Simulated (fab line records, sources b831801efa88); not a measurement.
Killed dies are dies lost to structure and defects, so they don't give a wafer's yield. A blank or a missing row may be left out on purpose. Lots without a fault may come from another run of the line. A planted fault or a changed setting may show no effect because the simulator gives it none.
Which tool did it? | flow sky130 | 7 lots, 20 wafers sampled, at 4 steps of a route of 708

WHAT THE GAUGES READ, wafer by wafer
SKY_POLY_GATE_CD_MEAS_22.
lot  | measured     | on        | cd_nm (nm)
L545 | day 16 17:04 | cd_sem-02 | 148.1 146.7 147.6
L547 | day 17 06:56 | cd_sem-02 | 146.1 146.5 149.7
L549 | day 18 11:01 | cd_sem-01 | 146.4 146.7 148.5
L551 | day 19 05:58 | cd_sem-02 | 150.7 152.7 151.0
L553 | day 19 23:17 | cd_sem-01 | 148.9 150.5 148.5
L560 | day 22 09:50 | cd_sem-01 | 137.0 135.2
L566 | day 24 08:34 | cd_sem-02 | 147.5 148.0 149.3

WHICH TOOL RAN EACH LOT (tool, then ch and the chambers of the sampled wafers, then the start)
lot  | SKY_SONOS_ONO_STRIP_17               | SKY_POLY_GATE_ETCH_15              | SKY_POLY_GATE_STRIP_18
L545 | plasma_asher-04 ch 0,1, day 12 22:29 | rie_diel-01 ch 0,1, day 16 15:16   | plasma_asher-01 ch 0,1, day 16 15:32
L547 | plasma_asher-03 ch 0,1, day 13 11:22 | rie_diel-03 ch 1,2,3, day 17 04:31 | plasma_asher-02 ch 0,1, day 17 04:45
L549 | plasma_asher-03 ch 0,1, day 14 12:37 | rie_diel-03 ch 1,2,3, day 18 08:13 | plasma_asher-01 ch 0,1, day 18 08:27
L551 | plasma_asher-01 ch 0,1, day 15 02:29 | rie_diel-01 ch 1,2, day 19 04:13   | plasma_asher-01 ch 0,1, day 19 04:29
L553 | plasma_asher-01 ch 0,1, day 15 18:40 | rie_diel-01 ch 0,2, day 19 18:48   | plasma_asher-02 ch 0,1, day 19 19:02
L560 | plasma_asher-03 ch 1, day 18 03:13   | rie_diel-02 ch 0,1, day 22 07:59   | plasma_asher-03 ch 0,1, day 22 08:20
L566 | plasma_asher-03 ch 0,1, day 20 05:13 | rie_diel-01 ch 0,1,3, day 24 06:52 | plasma_asher-01 ch 0,1, day 24 07:06
- SKY_SONOS_ONO_STRIP_17: strips in O2/N2.
- SKY_POLY_GATE_ETCH_15: etches BARC in N2/H2, stops on SiO2, time 118.5 s, target depth 110 nm.
- SKY_POLY_GATE_STRIP_18: strips in O2/N2.

THE ANSWER, worked out from the rows above alone
Rule: what is usual is taken from the lots themselves. Put in order of their means at a reading, lots are off if they are a third of the lots or fewer, leave a main group of 4 or more, and stand apart from it by a gap of 3 or more times the standard deviation of the main group's means; of several such gaps the widest counts. A main group whose means are all the same, to the digits that the tables above print for the reading, isn't used. A lot without any number at a reading at which 4 lots or more have one is off too. The other lots that the step has rows for count as sound.
Off: L560, at SKY_POLY_GATE_CD_MEAS_22 (cd_nm). The main group: mean 148.5 nm, standard deviation 1.5.
A tool fits if, at a process step before that reading, it ran every lot that is off, and no sound lot after the first of them. The gauges at SKY_POLY_GATE_CD_MEAS_22 are tried like those tools. Can't be told from this: 3 tools fit, rie_diel-02 at SKY_POLY_GATE_ETCH_15, plasma_asher-03 at SKY_POLY_GATE_STRIP_18, cd_sem-01 at SKY_POLY_GATE_CD_MEAS_22.

WHAT THE SIMULATOR HAD PUT IN
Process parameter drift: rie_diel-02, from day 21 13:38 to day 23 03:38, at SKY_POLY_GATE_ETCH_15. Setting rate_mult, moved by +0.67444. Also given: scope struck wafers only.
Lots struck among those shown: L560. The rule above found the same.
